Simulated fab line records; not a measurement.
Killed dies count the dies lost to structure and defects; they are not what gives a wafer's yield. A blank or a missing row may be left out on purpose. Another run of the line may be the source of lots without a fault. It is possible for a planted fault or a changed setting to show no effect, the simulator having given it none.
Which tool did it? || flow gf180mcu || 38 wafers from 13 lots sampled at 5 of the route's 602 steps

WHAT THE GAUGES READ, wafer by wafer
GF_VT_IMPLANT_RS_MEAS_49: measurement is done with a four-point probe. Usual: MVPSD_RS 1169 ohm/sq, standard deviation 3.
{"lot": "L866", "measured": "day 7 18:25", "on": "filmMetro-04", "MVPSD_RS (ohm/sq)": "1164 1165 1165", "flag": ""}
{"lot": "L867", "measured": "day 8 01:04", "on": "filmMetro-03", "MVPSD_RS (ohm/sq)": "1166 1167 1167", "flag": ""}
{"lot": "L868", "measured": "day 8 08:16", "on": "filmMetro-04", "MVPSD_RS (ohm/sq)": "1171 1172 1172", "flag": ""}
{"lot": "L869", "measured": "day 8 14:16", "on": "filmMetro-03", "MVPSD_RS (ohm/sq)": "1168 1167 1168", "flag": ""}
{"lot": "L870", "measured": "day 8 19:31", "on": "filmMetro-03", "MVPSD_RS (ohm/sq)": "1169 1171 1170", "flag": ""}
{"lot": "L871", "measured": "day 9 03:13", "on": "filmMetro-04", "MVPSD_RS (ohm/sq)": "1162 1163 1161", "flag": ""}
{"lot": "L873", "measured": "day 9 17:43", "on": "filmMetro-04", "MVPSD_RS (ohm/sq)": "1166 1167 1168", "flag": ""}
{"lot": "L874", "measured": "day 9 22:22", "on": "filmMetro-04", "MVPSD_RS (ohm/sq)": "1167 1173 1167", "flag": ""}
{"lot": "L875", "measured": "day 10 04:05", "on": "filmMetro-03", "MVPSD_RS (ohm/sq)": "1172 1170 1175", "flag": ""}
{"lot": "L876", "measured": "day 10 13:46", "on": "filmMetro-03", "MVPSD_RS (ohm/sq)": "1169 1166 1167", "flag": ""}
{"lot": "L877", "measured": "day 10 17:56", "on": "filmMetro-04", "MVPSD_RS (ohm/sq)": "1170 1165 1169", "flag": ""}
{"lot": "L882", "measured": "day 12 05:09", "on": "filmMetro-04", "MVPSD_RS (ohm/sq)": "1224 1228", "flag": "OFF"}
{"lot": "L888", "measured": "day 14 01:56", "on": "filmMetro-02", "MVPSD_RS (ohm/sq)": "1165 1166 1168", "flag": ""}

GF_V5_THK_MEAS_25: measures by xrf. Usual: V5_W_THK 346 nm, standard deviation 4.7.
{"lot": "L866", "measured": "day 27 12:49", "on": "filmMetro-01", "V5_W_THK (nm)": "355 350 349", "flag": ""}
{"lot": "L867", "measured": "day 27 19:50", "on": "filmMetro-01", "V5_W_THK (nm)": "354 355 350", "flag": ""}
{"lot": "L868", "measured": "day 28 03:33", "on": "filmMetro-03", "V5_W_THK (nm)": "345 343 346", "flag": ""}
{"lot": "L869", "measured": "day 28 06:58", "on": "filmMetro-01", "V5_W_THK (nm)": "346 350 342", "flag": ""}
{"lot": "L870", "measured": "day 28 14:29", "on": "filmMetro-01", "V5_W_THK (nm)": "338 340 341", "flag": ""}
{"lot": "L871", "measured": "day 29 01:33", "on": "filmMetro-01", "V5_W_THK (nm)": "350 345 352", "flag": ""}
{"lot": "L873", "measured": "day 29 15:41", "on": "filmMetro-03", "V5_W_THK (nm)": "345 350 344", "flag": ""}
{"lot": "L874", "measured": "day 29 21:10", "on": "filmMetro-03", "V5_W_THK (nm)": "339 347 342", "flag": ""}
{"lot": "L875", "measured": "day 30 06:17", "on": "filmMetro-03", "V5_W_THK (nm)": "336 338 337", "flag": ""}
{"lot": "L876", "measured": "day 30 10:28", "on": "filmMetro-03", "V5_W_THK (nm)": "341 339 338", "flag": ""}
{"lot": "L877", "measured": "day 30 11:46", "on": "filmMetro-01", "V5_W_THK (nm)": "351 352 350", "flag": ""}
{"lot": "L882", "measured": "day 32 09:50", "on": "filmMetro-03", "V5_W_THK (nm)": "346 346", "flag": ""}
{"lot": "L888", "measured": "day 33 15:07", "on": "filmMetro-04", "V5_W_THK (nm)": "353 353 349", "flag": ""}

WHAT TOOL EACH LOT RAN ON (gives the tool, then ch and the chambers of the sampled wafers, and finally the start)
{"lot": "L866", "GF_MVPSD_IMPLANT_09": "implanter-01 ch 0, day 5 06:38", "GF_M3_SPUTTER_03": "pvdSputter-04, day 20 16:40", "GF_V5_STRIP_18": "plasmaAsher-04 ch 0,1, day 27 11:42"}
{"lot": "L867", "GF_MVPSD_IMPLANT_09": "implanter-04 ch 0, day 5 12:40", "GF_M3_SPUTTER_03": "pvdSputter-02, day 21 00:41", "GF_V5_STRIP_18": "plasmaAsher-02 ch 0,1, day 27 18:57"}
{"lot": "L868", "GF_MVPSD_IMPLANT_09": "implanter-01 ch 0, day 5 18:23", "GF_M3_SPUTTER_03": "pvdSputter-02, day 21 11:43", "GF_V5_STRIP_18": "plasmaAsher-04 ch 0, day 28 02:41"}
{"lot": "L869", "GF_MVPSD_IMPLANT_09": "implanter-04 ch 0, day 6 00:23", "GF_M3_SPUTTER_03": "pvdSputter-02, day 21 15:23", "GF_V5_STRIP_18": "plasmaAsher-04 ch 0,1, day 28 05:58"}
{"lot": "L870", "GF_MVPSD_IMPLANT_09": "implanter-01 ch 0, day 6 06:31", "GF_M3_SPUTTER_03": "pvdSputter-03, day 21 23:51", "GF_V5_STRIP_18": "plasmaAsher-02 ch 0,1, day 28 13:36"}
{"lot": "L871", "GF_MVPSD_IMPLANT_09": "implanter-01 ch 0, day 6 12:59", "GF_M3_SPUTTER_03": "pvdSputter-03, day 22 11:03", "GF_V5_STRIP_18": "plasmaAsher-04 ch 0,1, day 29 00:35"}
{"lot": "L873", "GF_MVPSD_IMPLANT_09": "implanter-04 ch 0, day 7 00:29", "GF_M3_SPUTTER_03": "pvdSputter-04, day 23 05:58", "GF_V5_STRIP_18": "plasmaAsher-02 ch 0,1, day 29 14:48"}
{"lot": "L874", "GF_MVPSD_IMPLANT_09": "implanter-01 ch 0, day 7 05:44", "GF_M3_SPUTTER_03": "pvdSputter-04, day 23 13:02", "GF_V5_STRIP_18": "plasmaAsher-02 ch 0,1, day 29 20:12"}
{"lot": "L875", "GF_MVPSD_IMPLANT_09": "implanter-03 ch 0, day 7 10:09", "GF_M3_SPUTTER_03": "pvdSputter-03, day 23 21:29", "GF_V5_STRIP_18": "plasmaAsher-03 ch 0,1, day 30 05:25"}
{"lot": "L876", "GF_MVPSD_IMPLANT_09": "implanter-04 ch 0, day 7 18:25", "GF_M3_SPUTTER_03": "pvdSputter-04, day 24 03:52", "GF_V5_STRIP_18": "plasmaAsher-04 ch 0,1, day 30 09:15"}
{"lot": "L877", "GF_MVPSD_IMPLANT_09": "implanter-03 ch 0, day 7 21:49", "GF_M3_SPUTTER_03": "pvdSputter-03, day 24 05:25", "GF_V5_STRIP_18": "plasmaAsher-03 ch 0,1, day 30 10:53"}
{"lot": "L882", "GF_MVPSD_IMPLANT_09": "implanter-03 ch 0, day 9 03:10", "GF_M3_SPUTTER_03": "pvdSputter-04, day 26 11:39", "GF_V5_STRIP_18": "plasmaAsher-02 ch 1, day 32 08:56"}
{"lot": "L888", "GF_MVPSD_IMPLANT_09": "implanter-01 ch 0, day 10 20:13", "GF_M3_SPUTTER_03": "pvdSputter-04, day 28 02:10", "GF_V5_STRIP_18": "plasmaAsher-03 ch 0, day 33 14:15"}
- GF_MVPSD_IMPLANT_09
- GF_M3_SPUTTER_03: material Ti, target thk 10 nm, time 6.7 s.
- GF_V5_STRIP_18: strips in O2/N2.

AS READ BY THE TOOLS THEMSELVES (means over the sampled wafers that have a number; for cases with no such wafer, the mark the record gives instead)
GF_MVPSD_IMPLANT_09. Usual: beamOnS 10.04 s, standard deviation 0.2; faradayCurrentUA 28.1, standard deviation 0.57.
{"lot": "L866", "tool": "implanter-01", "beamOnS (s)": 9.95, "faradayCurrentUA": 28.4, "flag": ""}
{"lot": "L867", "tool": "implanter-04", "beamOnS (s)": 9.96, "faradayCurrentUA": 28.3, "flag": ""}
{"lot": "L868", "tool": "implanter-01", "beamOnS (s)": 9.93, "faradayCurrentUA": 28.4, "flag": ""}
{"lot": "L869", "tool": "implanter-04", "beamOnS (s)": 10.07, "faradayCurrentUA": 28.1, "flag": ""}
{"lot": "L870", "tool": "implanter-01", "beamOnS (s)": 9.92, "faradayCurrentUA": 28.5, "flag": ""}
{"lot": "L871", "tool": "implanter-01", "beamOnS (s)": 10.08, "faradayCurrentUA": 28.1, "flag": ""}
{"lot": "L873", "tool": "implanter-04", "beamOnS (s)": 10.07, "faradayCurrentUA": 28.0, "flag": ""}
{"lot": "L874", "tool": "implanter-01", "beamOnS (s)": 9.94, "faradayCurrentUA": 28.5, "flag": ""}
{"lot": "L875", "tool": "implanter-03", "beamOnS (s)": 9.93, "faradayCurrentUA": 28.4, "flag": ""}
{"lot": "L876", "tool": "implanter-04", "beamOnS (s)": 9.98, "faradayCurrentUA": 28.2, "flag": ""}
{"lot": "L877", "tool": "implanter-03", "beamOnS (s)": 9.89, "faradayCurrentUA": 28.5, "flag": ""}
{"lot": "L882", "tool": "implanter-03", "beamOnS (s)": 7.60, "faradayCurrentUA": 37.1, "flag": "OFF"}
{"lot": "L888", "tool": "implanter-01", "beamOnS (s)": 9.99, "faradayCurrentUA": 28.2, "flag": ""}

GF_M3_SPUTTER_03. Usual: chamberPressurePa 0.2999 Pa, standard deviation 0.00066; throttleValvePct 30.0 %, standard deviation 1.
{"lot": "L866", "tool": "pvdSputter-04", "chamberPressurePa (Pa)": 0.3003, "throttleValvePct (%)": 29.5, "flag": ""}
{"lot": "L867", "tool": "pvdSputter-02", "chamberPressurePa (Pa)": 0.3001, "throttleValvePct (%)": 29.9, "flag": ""}
{"lot": "L868", "tool": "pvdSputter-02", "chamberPressurePa (Pa)": 0.2998, "throttleValvePct (%)": 30.4, "flag": ""}
{"lot": "L869", "tool": "pvdSputter-02", "chamberPressurePa (Pa)": 0.2997, "throttleValvePct (%)": 30.2, "flag": ""}
{"lot": "L870", "tool": "pvdSputter-03", "chamberPressurePa (Pa)": 0.2996, "throttleValvePct (%)": 30.5, "flag": ""}
{"lot": "L871", "tool": "pvdSputter-03", "chamberPressurePa (Pa)": 0.3001, "throttleValvePct (%)": 30.0, "flag": ""}
{"lot": "L873", "tool": "pvdSputter-04", "chamberPressurePa (Pa)": 0.3002, "throttleValvePct (%)": 30.1, "flag": ""}
{"lot": "L874", "tool": "pvdSputter-04", "chamberPressurePa (Pa)": 0.2995, "throttleValvePct (%)": 29.1, "flag": ""}
{"lot": "L875", "tool": "pvdSputter-03", "chamberPressurePa (Pa)": 0.2999, "throttleValvePct (%)": 30.5, "flag": ""}
{"lot": "L876", "tool": "pvdSputter-04", "chamberPressurePa (Pa)": 0.2992, "throttleValvePct (%)": 29.6, "flag": ""}
{"lot": "L877", "tool": "pvdSputter-03", "chamberPressurePa (Pa)": 0.3007, "throttleValvePct (%)": 29.9, "flag": ""}
{"lot": "L882", "tool": "pvdSputter-04", "chamberPressurePa (Pa)": 0.3003, "throttleValvePct (%)": 29.6, "flag": ""}
{"lot": "L888", "tool": "pvdSputter-04", "chamberPressurePa (Pa)": 0.2999, "throttleValvePct (%)": 29.3, "flag": ""}

GF_V5_STRIP_18. Usual: drypumpMotorCurrentA 5.8 A, standard deviation 0.44; heaterPowerW 319 W, standard deviation 19; oesProductAu 0.570 a.u., standard deviation 0.0056; platenTempC 249.99 C, standard deviation 0.17.
{"lot": "L866", "tool": "plasmaAsher-04", "drypumpMotorCurrentA (A)": 5.9, "heaterPowerW (W)": 325, "oesProductAu (a.u.)": 0.573, "platenTempC (C)": 249.92, "flag": ""}
{"lot": "L867", "tool": "plasmaAsher-02", "drypumpMotorCurrentA (A)": 5.7, "heaterPowerW (W)": 319, "oesProductAu (a.u.)": 0.575, "platenTempC (C)": 250.02, "flag": ""}
{"lot": "L868", "tool": "plasmaAsher-04", "drypumpMotorCurrentA (A)": 5.8, "heaterPowerW (W)": 309, "oesProductAu (a.u.)": 0.573, "platenTempC (C)": 249.95, "flag": ""}
{"lot": "L869", "tool": "plasmaAsher-04", "drypumpMotorCurrentA (A)": 5.9, "heaterPowerW (W)": 319, "oesProductAu (a.u.)": 0.566, "platenTempC (C)": 249.92, "flag": ""}
{"lot": "L870", "tool": "plasmaAsher-02", "drypumpMotorCurrentA (A)": 5.7, "heaterPowerW (W)": 312, "oesProductAu (a.u.)": 0.576, "platenTempC (C)": 249.85, "flag": ""}
{"lot": "L871", "tool": "plasmaAsher-04", "drypumpMotorCurrentA (A)": 5.9, "heaterPowerW (W)": 317, "oesProductAu (a.u.)": 0.571, "platenTempC (C)": 249.81, "flag": ""}
{"lot": "L873", "tool": "plasmaAsher-02", "drypumpMotorCurrentA (A)": 6.1, "heaterPowerW (W)": 310, "oesProductAu (a.u.)": 0.574, "platenTempC (C)": 250.00, "flag": ""}
{"lot": "L874", "tool": "plasmaAsher-02", "drypumpMotorCurrentA (A)": 6.2, "heaterPowerW (W)": 304, "oesProductAu (a.u.)": 0.572, "platenTempC (C)": 249.73, "flag": ""}
{"lot": "L875", "tool": "plasmaAsher-03", "drypumpMotorCurrentA (A)": 5.6, "heaterPowerW (W)": 333, "oesProductAu (a.u.)": 0.565, "platenTempC (C)": 249.92, "flag": ""}
{"lot": "L876", "tool": "plasmaAsher-04", "drypumpMotorCurrentA (A)": 5.9, "heaterPowerW (W)": 323, "oesProductAu (a.u.)": 0.574, "platenTempC (C)": 250.03, "flag": ""}
{"lot": "L877", "tool": "plasmaAsher-03", "drypumpMotorCurrentA (A)": 5.3, "heaterPowerW (W)": 310, "oesProductAu (a.u.)": 0.573, "platenTempC (C)": 250.14, "flag": ""}
{"lot": "L882", "tool": "plasmaAsher-02", "drypumpMotorCurrentA (A)": 6.6, "heaterPowerW (W)": 298, "oesProductAu (a.u.)": 0.567, "platenTempC (C)": 250.15, "flag": ""}
{"lot": "L888", "tool": "plasmaAsher-03", "drypumpMotorCurrentA (A)": 5.8, "heaterPowerW (W)": 324, "oesProductAu (a.u.)": 0.575, "platenTempC (C)": 250.13, "flag": ""}

THE ANSWER, worked out from the rows above alone
Rule: lot off if the mean of its wafers having a number is beyond 3 standard deviations from the usual mean. A lot without any number at a reading at which 4 lots or more have one is off too. The other lots that the step has rows for count as sound. The gauges are gone through in route order, then the tools' own readings, and for those a lot's mean is taken as printed above. At the first step where some lot is off, the reading lying furthest off is the one used; lots without a number count as furthest.
Off: L882, at GF_VT_IMPLANT_RS_MEAS_49 (MVPSD_RS).
A tool fits if, at a process step before that reading, it ran every lot that is off, and no sound lot after the first of them. Not tried: the gauges at GF_VT_IMPLANT_RS_MEAS_49; whatever is off there is also off at GF_MVPSD_IMPLANT_09, on other tools, and gauge error can't account for it. One fits: GF_MVPSD_IMPLANT_09 on implanter-03. Its last sound lot is L877 (day 7 21:49), its first lot that is off L882 (day 9 03:10): a fault that began between those two fits.
The tool's own readings at GF_MVPSD_IMPLANT_09 bear it out: on the lots that are off they differ by more than 5 times the standard deviation of the sound lots' means. beamOnS reads 7.60 s there against 9.98 s on the sound lots; faradayCurrentUA reads 37.1 there against 28.3 on the sound lots.

WHAT WAS PUT IN BY THE SIMULATOR
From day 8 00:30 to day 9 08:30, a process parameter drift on implanter-03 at GF_MVPSD_IMPLANT_09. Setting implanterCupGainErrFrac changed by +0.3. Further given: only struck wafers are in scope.
Struck lots among those shown: L882. The rule given above showed the same thing.
